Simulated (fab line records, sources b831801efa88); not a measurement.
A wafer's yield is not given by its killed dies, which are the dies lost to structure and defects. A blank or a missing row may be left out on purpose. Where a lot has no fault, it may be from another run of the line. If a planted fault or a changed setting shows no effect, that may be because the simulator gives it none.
2 desks, one fault    flow gf180mcu    each desk has only its own numbers; what lay behind them comes last

AT THE METROLOGY DESK
What the gauges read, lot by lot, whatever tool the lot ran on: means of the sampled wafers that have a number. If a lot's mean is further than 4 standard deviations from the usual mean, the lot is out of limits and carries the mark OUT (the distance appears in the brackets).
Columns: A = M2_OVL at GF_M2_OVL_MEAS_15, usual -2 nm
lot   first seen here  A
L516  day 19 06:28     0
L517  day 19 13:49     -0
L520  day 20 21:25     -2
L522  day 21 17:41     1
L524  day 22 12:43     -3
L525  day 23 01:10     -3
L526  day 23 09:23     -3
L527  day 23 10:31     -4
L536  day 26 08:46     -6
L537  day 26 13:19     -6
L538  day 26 17:40     -12
L539  day 27 02:25     -5
This desk's verdict: no lot among the 12 shows anything out of limits.

DESK OF THE TOOL OWNER: rie_diel-02
The tool's own readings at GF_V2_ETCH_16 (etches BARC in N2/H2): means of the sampled wafers that have a number, for each lot that ran on this tool. If a lot's mean is further than 4 standard deviations from the usual mean, the lot is out of limits and carries the mark OUT (the distance appears in the brackets).
Columns: A = drypump_motor_current_A at GF_V2_ETCH_16, usual 5.6 A; B = h2_flow_sccm at GF_V2_ETCH_16, usual 200.0 sccm; C = oes_product_au at GF_V2_ETCH_16, usual 0.855 a.u.; D = rf_fwd_power_W at GF_V2_ETCH_16, usual 494.8 W; E = throttle_valve_pct at GF_V2_ETCH_16, usual 13.224 %
lot   first seen here  A    B      C      D                E
L516  day 20 08:14     5.9  200.7  0.856  496.0            13.230
L524  day 23 13:15     5.7  200.1  0.852  496.5            13.233
L525  day 24 02:01     5.9  199.9  0.856  522.9 (+13) OUT  13.225
L526  day 24 09:00     5.4  199.9  0.857  523.2 (+14) OUT  13.224
L538  day 27 15:18     5.6  199.8  0.863  497.1            13.214
This desk's finding: out of limits on L525, L526; first on L525, day 24 02:01 (rf_fwd_power_W at GF_V2_ETCH_16). L516, L524, L538: within limits.

ALL TOGETHER
At day 24 02:01, on L525, L526, the tool owner's desk was in a position to raise an alarm.
Nothing out of limits was seen by the metrology desk.
The metrology desk holds a record of L525, L526, inside its limits.
On rie_diel-02, each named lot ran GF_V2_ETCH_16.

WHAT HAD BEEN PUT IN BY THE SIMULATOR
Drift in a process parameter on rie_diel-02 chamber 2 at GF_V2_ETCH_16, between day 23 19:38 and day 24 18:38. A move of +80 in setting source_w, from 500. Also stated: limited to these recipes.
Lots struck among those shown: L525, L526.
Time in hours from fault onset to the first out-of-limits reading at each desk: the tool owner's desk, 6.
